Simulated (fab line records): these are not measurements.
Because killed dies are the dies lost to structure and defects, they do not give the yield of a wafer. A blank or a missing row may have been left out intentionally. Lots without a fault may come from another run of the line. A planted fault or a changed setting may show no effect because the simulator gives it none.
Chamber matching + flow gf180mcu + wet-bench-03 running GF_VT_IMPLANT_WET_ETCH_50: 3 sister chambers
The step etches SiO2 in dHF, target depth 20 nm, time 400 s. 6 wafers are shown with their chamber, then 4 later ones without.

## WAFERS, EACH WITH ITS CHAMBER
| wafer  | chamber | temp-c (C) |
|--------|---------|------------|
| L266.2 | 3       | 25.08      |
| L266.4 | 3       | 25.09      |
| L267.3 | 1       | 25.05      |
| L267.4 | 1       | 24.85      |
| L275.2 | 2       | 24.89      |
| L275.4 | 2       | 25.01      |

## WAFERS WITH NO CHAMBER GIVEN
| wafer  | temp-c (C) |
|--------|------------|
| L275.6 | 25.04      |
| L278.3 | 24.93      |
| L278.5 | 25.03      |
| L278.6 | 24.97      |

## THE CHAMBER EACH PASSED THROUGH
| wafer  | from the rows above          | in truth |
|--------|------------------------------|----------|
| L275.6 | can't be placed: 3 or 1 or 2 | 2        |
| L278.3 | can't be placed: 1 or 2 or 3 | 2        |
| L278.5 | can't be placed: 3 or 1 or 2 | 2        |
| L278.6 | can't be placed: 1 or 2 or 3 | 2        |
Placed correctly: 0 of 4. From these rows, 4 cannot be placed; in 4 the true chamber is one of the candidates. Wrongly placed: 0.
How it was worked out, from the rows above alone: a wafer's distance from a chamber is the root of the sum, over the readings, of the square of ((its reading less the chamber's mean) divided by the reading's scatter). The wafer belongs to the nearest chamber; if the next one is less than 2 further off, it can't be placed. For every chamber, the mean is computed from those of its wafers that are shown. The scatter is the square root of a quotient: the sum, over the shown wafers, of each reading's squared deviation from its chamber's mean, divided by wafers minus chambers.
